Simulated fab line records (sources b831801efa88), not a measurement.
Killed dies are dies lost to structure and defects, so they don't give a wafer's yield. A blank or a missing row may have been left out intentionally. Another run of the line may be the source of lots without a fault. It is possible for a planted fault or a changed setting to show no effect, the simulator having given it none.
The tool behind it: which one? | flow sky130 | 6 lots, 18 wafers sampled, at 3 steps of a route of 708

== WHAT THE GAUGES READ, wafer by wafer ==
SKY_SONOS_TUNNEL_TW_MEAS_12.
lot  | measured     | on            | SONOS_TUNNEL_TW
L491 | day 12 03:58 | film-metro-03 | 195.7 196.0 195.3
L493 | day 12 16:42 | film-metro-04 | 197.5 197.6 196.6
L495 | day 13 07:26 | film-metro-04 | 173.2 172.0 173.1
L504 | day 16 04:58 | film-metro-03 | 196.4 196.9 196.0
L507 | day 17 04:26 | film-metro-03 | 194.9 194.9 194.8
L510 | day 18 08:07 | film-metro-03 | 196.9 195.9 195.6

== WHICH TOOL RAN EACH LOT (tool, then ch and the chambers of the sampled wafers, then the start) ==
lot  | SKY_FIELD_ISO_CMP_27         | SKY_SONOS_TUNNEL_IMPLANT_09
L491 | cmp-02 ch 2,3, day 2 22:56   | implanter-03 ch 0, day 12 03:34
L493 | cmp-01 ch 1,2,3, day 3 07:01 | implanter-01 ch 0, day 12 16:17
L495 | cmp-01 ch 0,1,3, day 3 18:26 | implanter-01 ch 0, day 13 06:58
L504 | cmp-02 ch 1,2,3, day 5 14:29 | implanter-01 ch 0, day 16 04:32
L507 | cmp-02 ch 0,3, day 6 05:45   | implanter-04 ch 0, day 17 04:01
L510 | cmp-02 ch 0,2,3, day 7 00:52 | implanter-03 ch 0, day 18 07:43
- SKY_FIELD_ISO_CMP_27: polishes, stops on Si3N4, t overpolish 16 s, target thk 457.8 nm.
- SKY_SONOS_TUNNEL_IMPLANT_09

== THE ANSWER, worked out from the rows above alone ==
Rule: usual is defined by the lots themselves. The widest of any qualifying gaps counts: lots, ordered by their means at a reading, are off when they make up no more than a third of the lots, leave a main group of 4 or more, and stand apart from it by 3 or more times the standard deviation of that group's means. A main group whose means are all the same, to the digits that the tables above print for the reading, isn't used. Also off: a lot with no number at a reading for which 4 or more lots have one. Any other lot the step has rows for is counted as sound.
Off: L495, at SKY_SONOS_TUNNEL_TW_MEAS_12 (SONOS_TUNNEL_TW). Mean 196.1 and standard deviation 0.79 in the main group.
A tool fits if, at a process step before that reading, it ran every lot that is off, and no sound lot after the first of them. Those tools and the gauges at SKY_SONOS_TUNNEL_TW_MEAS_12 are tried in the same way. Undecided on this evidence; 2 tools fit (cmp-01 at SKY_FIELD_ISO_CMP_27, film-metro-04 at SKY_SONOS_TUNNEL_TW_MEAS_12).

== WHAT WAS PUT IN BY THE SIMULATOR ==
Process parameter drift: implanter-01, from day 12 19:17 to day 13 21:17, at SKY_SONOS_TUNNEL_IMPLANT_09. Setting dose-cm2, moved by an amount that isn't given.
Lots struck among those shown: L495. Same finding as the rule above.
